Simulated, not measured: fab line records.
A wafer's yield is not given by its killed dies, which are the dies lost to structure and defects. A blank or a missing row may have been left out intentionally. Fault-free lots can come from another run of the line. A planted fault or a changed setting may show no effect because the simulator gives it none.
Which tool was responsible? / flow gf180mcu / 33 wafers from 11 lots sampled at 6 of the route's 602 steps

== WHAT THE GAUGES SHOWED, per wafer ==
GF_V1_THK_MEAS_01.
lot=L575; measured=day 17 11:47; on=filmMetro-03; V1_CVD_00_THK (nm)=605 606 597
lot=L579; measured=day 18 17:54; on=filmMetro-01; V1_CVD_00_THK (nm)=601 600 607
lot=L580; measured=day 19 03:05; on=filmMetro-03; V1_CVD_00_THK (nm)=603 597 606
lot=L581; measured=day 19 13:11; on=filmMetro-01; V1_CVD_00_THK (nm)=601 599 607
lot=L582; measured=day 19 15:03; on=filmMetro-03; V1_CVD_00_THK (nm)=599 599 599
lot=L583; measured=day 19 23:24; on=filmMetro-03; V1_CVD_00_THK (nm)=602 603 607
lot=L588; measured=day 22 05:46; on=filmMetro-04; V1_CVD_00_THK (nm)=610 596 600
lot=L591; measured=day 23 03:43; on=filmMetro-01; V1_CVD_00_THK (nm)=598 606 600
lot=L593; measured=day 23 20:24; on=filmMetro-03; V1_CVD_00_THK (nm)=610 599 599
lot=L594; measured=day 24 04:59; on=filmMetro-03; V1_CVD_00_THK (nm)=603 607 610
lot=L595; measured=day 24 11:28; on=filmMetro-03; V1_CVD_00_THK (nm)=611 600 601

GF_V1_OVL_MEAS_15.
lot=L575; measured=day 18 11:08; on=overlay-01; V1_OVL (nm)=-5 -3 -7
lot=L579; measured=day 19 19:11; on=overlay-02; V1_OVL (nm)=-8 -3 2
lot=L580; measured=day 20 04:20; on=overlay-01; V1_OVL (nm)=-9 -10 -8
lot=L581; measured=day 20 14:26; on=overlay-02; V1_OVL (nm)=2 -1 4
lot=L582; measured=day 20 15:44; on=overlay-01; V1_OVL (nm)=-6 -6 -3
lot=L583; measured=day 21 00:02; on=overlay-02; V1_OVL (nm)=3 -3 7
lot=L588; measured=day 23 04:56; on=overlay-02; V1_OVL (nm)=-11 -2 -7
lot=L591; measured=day 24 03:08; on=overlay-01; V1_OVL (nm)=-3 -2 -7
lot=L593; measured=day 24 19:14; on=overlay-02; V1_OVL (nm)=4 -6 -5
lot=L594; measured=day 25 02:59; on=overlay-02; V1_OVL (nm)=2 6 2
lot=L595; measured=day 25 10:23; on=overlay-01; V1_OVL (nm)=2 -3 -1

GF_M2_RS_MEAS_05: a four-point-probe measurement.
lot=L575; measured=day 18 12:48; on=filmMetro-03; M2_ALCU_RS (ohm/sq)=0.0694 0.0697 0.0697
lot=L579; measured=day 19 20:49; on=filmMetro-03; M2_ALCU_RS (ohm/sq)=0.0694 0.0687 0.0693
lot=L580; measured=day 20 06:05; on=filmMetro-02; M2_ALCU_RS (ohm/sq)=0.0696 0.0688 0.0693
lot=L581; measured=day 20 16:12; on=filmMetro-03; M2_ALCU_RS (ohm/sq)=0.0694 0.0708 0.0691
lot=L582; measured=day 20 17:24; on=filmMetro-04; M2_ALCU_RS (ohm/sq)=0.0695 0.0689 0.0691
lot=L583; measured=day 21 01:41; on=filmMetro-04; M2_ALCU_RS (ohm/sq)=0.0690 0.0691 0.0684
lot=L588; measured=day 23 06:46; on=filmMetro-03; M2_ALCU_RS (ohm/sq)=0.1061 0.1089 0.1096
lot=L591; measured=day 24 04:46; on=filmMetro-04; M2_ALCU_RS (ohm/sq)=0.1071 0.1081 0.1063
lot=L593; measured=day 24 20:51; on=filmMetro-02; M2_ALCU_RS (ohm/sq)=0.0681 0.0687 0.0677
lot=L594; measured=day 25 04:36; on=filmMetro-03; M2_ALCU_RS (ohm/sq)=0.0683 0.0675 0.0683
lot=L595; measured=day 25 12:01; on=filmMetro-02; M2_ALCU_RS (ohm/sq)=0.0693 0.0693 0.0690

GF_M2_THK_MEAS_06: measures by xrf.
lot=L575; measured=day 18 12:55; on=filmMetro-03; M2_ALCU_THK (nm)=441 440 438
lot=L579; measured=day 19 20:55; on=filmMetro-03; M2_ALCU_THK (nm)=442 448 443
lot=L580; measured=day 20 06:13; on=filmMetro-02; M2_ALCU_THK (nm)=439 444 441
lot=L581; measured=day 20 16:19; on=filmMetro-03; M2_ALCU_THK (nm)=439 432 442
lot=L582; measured=day 20 17:30; on=filmMetro-04; M2_ALCU_THK (nm)=445 447 446
lot=L583; measured=day 21 01:48; on=filmMetro-04; M2_ALCU_THK (nm)=446 445 450
lot=L588; measured=day 23 06:53; on=filmMetro-03; M2_ALCU_THK (nm)=291 282 281
lot=L591; measured=day 24 04:53; on=filmMetro-04; M2_ALCU_THK (nm)=289 288 291
lot=L593; measured=day 24 20:58; on=filmMetro-02; M2_ALCU_THK (nm)=445 443 450
lot=L594; measured=day 25 04:43; on=filmMetro-03; M2_ALCU_THK (nm)=448 453 449
lot=L595; measured=day 25 12:08; on=filmMetro-02; M2_ALCU_THK (nm)=441 445 442

== EACH LOT AND THE TOOL THAT RAN IT (in order: tool; ch and the chambers of the sampled wafers; start) ==
lot=L575; GF_V1_ETCH_16=rieDiel-02 ch 0,1,2, day 18 11:10; GF_M2_SPUTTER_02=pvdSputter-01, day 18 12:41
lot=L579; GF_V1_ETCH_16=rieDiel-03 ch 0,1,2, day 19 19:13; GF_M2_SPUTTER_02=pvdSputter-01, day 19 20:42
lot=L580; GF_V1_ETCH_16=rieDiel-04 ch 1,2,3, day 20 04:22; GF_M2_SPUTTER_02=pvdSputter-01, day 20 06:00
lot=L581; GF_V1_ETCH_16=rieDiel-03 ch 0,1,2, day 20 14:28; GF_M2_SPUTTER_02=pvdSputter-01, day 20 16:07
lot=L582; GF_V1_ETCH_16=rieDiel-04 ch 1,3, day 20 15:46; GF_M2_SPUTTER_02=pvdSputter-03, day 20 17:16
lot=L583; GF_V1_ETCH_16=rieDiel-04 ch 0,1,2, day 21 00:04; GF_M2_SPUTTER_02=pvdSputter-03, day 21 01:35
lot=L588; GF_V1_ETCH_16=rieDiel-04 ch 1,2, day 23 04:58; GF_M2_SPUTTER_02=pvdSputter-01, day 23 06:40
lot=L591; GF_V1_ETCH_16=rieDiel-03 ch 0,2,3, day 24 03:10; GF_M2_SPUTTER_02=pvdSputter-01, day 24 04:40
lot=L593; GF_V1_ETCH_16=rieDiel-04 ch 0,2,3, day 24 19:16; GF_M2_SPUTTER_02=pvdSputter-02, day 24 20:46
lot=L594; GF_V1_ETCH_16=rieDiel-03 ch 0,2,3, day 25 03:01; GF_M2_SPUTTER_02=pvdSputter-03, day 25 04:31
lot=L595; GF_V1_ETCH_16=rieDiel-04 ch 0,1, day 25 10:25; GF_M2_SPUTTER_02=pvdSputter-03, day 25 11:55
- GF_V1_ETCH_16: etches BARC in N2/H2.
- GF_M2_SPUTTER_02: material AlCu, target thk 450 nm, time 23.9 s.

== AS READ BY THE TOOLS THEMSELVES (means over the sampled wafers that have a number; for cases with no such wafer, the mark the record gives instead) ==
GF_V1_ETCH_16.
lot=L575; tool=rieDiel-02; drypumpMotorCurrentA (A)=6.0; oesProductAu (a.u.)=0.857; throttleValvePct (%)=13.229
lot=L579; tool=rieDiel-03; drypumpMotorCurrentA (A)=5.8; oesProductAu (a.u.)=0.858; throttleValvePct (%)=13.221
lot=L580; tool=rieDiel-04; drypumpMotorCurrentA (A)=5.4; oesProductAu (a.u.)=0.857; throttleValvePct (%)=13.219
lot=L581; tool=rieDiel-03; drypumpMotorCurrentA (A)=5.7; oesProductAu (a.u.)=0.851; throttleValvePct (%)=13.230
lot=L582; tool=rieDiel-04; drypumpMotorCurrentA (A)=5.6; oesProductAu (a.u.)=0.854; throttleValvePct (%)=13.222
lot=L583; tool=rieDiel-04; drypumpMotorCurrentA (A)=5.3; oesProductAu (a.u.)=0.857; throttleValvePct (%)=13.226
lot=L588; tool=rieDiel-04; drypumpMotorCurrentA (A)=5.6; oesProductAu (a.u.)=0.859; throttleValvePct (%)=13.226
lot=L591; tool=rieDiel-03; drypumpMotorCurrentA (A)=5.7; oesProductAu (a.u.)=0.859; throttleValvePct (%)=13.222
lot=L593; tool=rieDiel-04; drypumpMotorCurrentA (A)=5.2; oesProductAu (a.u.)=0.857; throttleValvePct (%)=13.221
lot=L594; tool=rieDiel-03; drypumpMotorCurrentA (A)=5.8; oesProductAu (a.u.)=0.851; throttleValvePct (%)=13.225
lot=L595; tool=rieDiel-04; drypumpMotorCurrentA (A)=5.5; oesProductAu (a.u.)=0.857; throttleValvePct (%)=13.221

GF_M2_SPUTTER_02.
lot=L575; tool=pvdSputter-01; throttleValvePct (%)=29.0
lot=L579; tool=pvdSputter-01; throttleValvePct (%)=29.4
lot=L580; tool=pvdSputter-01; throttleValvePct (%)=28.5
lot=L581; tool=pvdSputter-01; throttleValvePct (%)=29.2
lot=L582; tool=pvdSputter-03; throttleValvePct (%)=30.0
lot=L583; tool=pvdSputter-03; throttleValvePct (%)=29.9
lot=L588; tool=pvdSputter-01; throttleValvePct (%)=28.9
lot=L591; tool=pvdSputter-01; throttleValvePct (%)=29.8
lot=L593; tool=pvdSputter-02; throttleValvePct (%)=29.3
lot=L594; tool=pvdSputter-03; throttleValvePct (%)=29.3
lot=L595; tool=pvdSputter-03; throttleValvePct (%)=31.0

== THE ANSWER, worked out from the rows above alone ==
Rule: what is usual is taken from the lots themselves. The widest of any qualifying gaps counts: lots, ordered by their means at a reading, are off when they make up no more than a third of the lots, leave a main group of 4 or more, and stand apart from it by 3 or more times the standard deviation of that group's means. A main group whose means are all the same, to the digits that the tables above print for the reading, isn't used. A lot without any number at a reading at which 4 lots or more have one is off too. Any other lot the step has rows for is counted as sound. First the gauges in route order, then the tools' own readings, where a lot's mean is used as printed above. At the first step where some lot is off, the reading lying furthest off is the one used; lots without a number count as furthest.
Off: L588, L591, at GF_M2_RS_MEAS_05 (M2_ALCU_RS). Mean 0.0690 ohm/sq and standard deviation 0.00055 in the main group.
If a tool, at a process step before that reading, ran all the lots that are off and no sound lot after the first of them, it fits. Gauges at GF_M2_RS_MEAS_05: tried the same way as those tools. One candidate fits, namely pvdSputter-01 at GF_M2_SPUTTER_02. A fault onset in the window from L581 (day 20 16:07, its last sound lot) to L588 (day 23 06:40, its first lot off) fits.

== WHAT THE SIMULATOR HAD PUT IN ==
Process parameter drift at GF_M2_SPUTTER_02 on pvdSputter-01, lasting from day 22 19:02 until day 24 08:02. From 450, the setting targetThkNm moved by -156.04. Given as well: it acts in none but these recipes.
Shown lots that were struck: L588, L591. The rule above found the same.
